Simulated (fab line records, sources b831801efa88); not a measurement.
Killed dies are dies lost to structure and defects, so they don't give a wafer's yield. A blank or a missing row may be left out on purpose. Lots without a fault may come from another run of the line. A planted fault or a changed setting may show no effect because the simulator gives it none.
Split-lot experiment | flow sky130 | 5 lots, 23 wafers read, on a route of 708 steps

THE SPLIT
At SKY_LI_CONTACT_EXPOSE_09 (exposes mask LICM1, target cd 170 nm), the setting dose_mj was moved away from the recipe's 38 on 11 of the 23 wafers read, by -7.5% to -2.4%. The other wafers ran this setting at the recipe's value.

FROM THE SPLIT TO THE READING: what the file shows between them, 2 steps
- SKY_LI_CONTACT_PEB_10
- SKY_LI_CONTACT_DEVELOP_11: develop time 60 s

THE READING
cd_nm, in nm, at SKY_LI_CONTACT_CD_MEAS_12 (target cd 170 nm). Fault-free wafers of this fab line usually give 169.2 nm, standard deviation 1.5 nm.

wafer  | tool, chamber at the split | dose_mj as run | against the recipe | cd_nm, nm | against lot-mates on the recipe
L074.1 | krf_scanner-02, 0          | 38             | recipe             | 169.2     | -
L074.2 | krf_scanner-02, 0          | 38             | recipe             | 169.7     | -
L074.3 | krf_scanner-02, 0          | 37.09          | -2.4%              | 164.8     | -4.6
L074.5 | krf_scanner-02, 0          | 37.09          | -2.4%              | 165.6     | -3.8
L074.6 | krf_scanner-02, 0          | 37.09          | -2.4%              | 165.1     | -4.3
L076.1 | krf_scanner-01, 0          | 38             | recipe             | 167.7     | -
L076.2 | krf_scanner-01, 0          | 38             | recipe             | 168.5     | -
L076.5 | krf_scanner-01, 0          | 38             | recipe             | 168.1     | -
L080.2 | krf_scanner-02, 0          | 36.62          | -3.6%              | 163.0     | -6.3
L080.3 | krf_scanner-02, 0          | 38             | recipe             | 169.3     | -
L080.4 | krf_scanner-02, 0          | 36.62          | -3.6%              | 160.3     | -9.0
L080.5 | krf_scanner-02, 0          | 38             | recipe             | 169.3     | -
L080.6 | krf_scanner-02, 0          | 36.62          | -3.6%              | 161.0     | -8.3
L079.1 | krf_scanner-01, 0          | 36.87          | -3.0%              | 167.2     | -1.7
L079.2 | krf_scanner-01, 0          | 36.87          | -3.0%              | 163.9     | -4.9
L079.3 | krf_scanner-01, 0          | 38             | recipe             | 170.2     | -
L079.4 | krf_scanner-01, 0          | 36.87          | -3.0%              | 164.9     | -3.9
L079.5 | krf_scanner-01, 0          | 38             | recipe             | 167.5     | -
L083.1 | krf_scanner-01, 0          | 35.16          | -7.5%              | 151.9     | -14.3
L083.2 | krf_scanner-01, 0          | 38             | recipe             | 166.2     | -
L083.3 | krf_scanner-01, 0          | 38             | recipe             | 166.6     | -
L083.5 | krf_scanner-01, 0          | 35.16          | -7.5%              | 149.9     | -16.3
L083.6 | krf_scanner-01, 0          | 38             | recipe             | 165.9     | -

THE FIT
A straight line over all 23 wafers: cd_nm changes by +2.08 nm for each +1% of dose_mj; r = +0.93; the points scatter about the line by 1.9 nm.
The same after taking each lot's own level away (the mean of its wafers on the recipe; 23 wafers): +1.99 nm for each +1%; r = +0.97; scatter 1.3 nm.
On that fit, the largest move of dose_mj shifts the reading by 15 nm.
The lots' own levels span 166.23 to 169.45 nm, that is 2.1 times the standard deviation above.
So the lot-to-lot level changes the slope little: the two slopes agree.
Check: with one of the wafers moved furthest among these (-7.5%) left out of the fit, the line predicts -14.7 nm for it against its lot-mates. It came out at -14.3 nm against them.

THE WHOLE CHAIN: every reading that the file lists as answering this split, in the file's order
step                      | what it does                                                         | reading                                                           | change (the file's fit)              | r (the file's)
SKY_LI_CONTACT_CD_MEAS_12 | target cd 170 nm                                                     | cd_nm                                                             | +1.96 nm for each +1% of the setting | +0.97
SKY_LI_CONTACT_ETCH_14    | etches BARC in N2/H2, stops on SiO2, time 45.9 s, target depth 60 nm | LI_CONTACT.cd_nm (the simulator's own value, which no gauge read) | +1.98 nm for each +1% of the setting | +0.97

THE FILE'S OWN FIT
cd_nm changes by +1.96 nm for each +1% of dose_mj, r = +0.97.
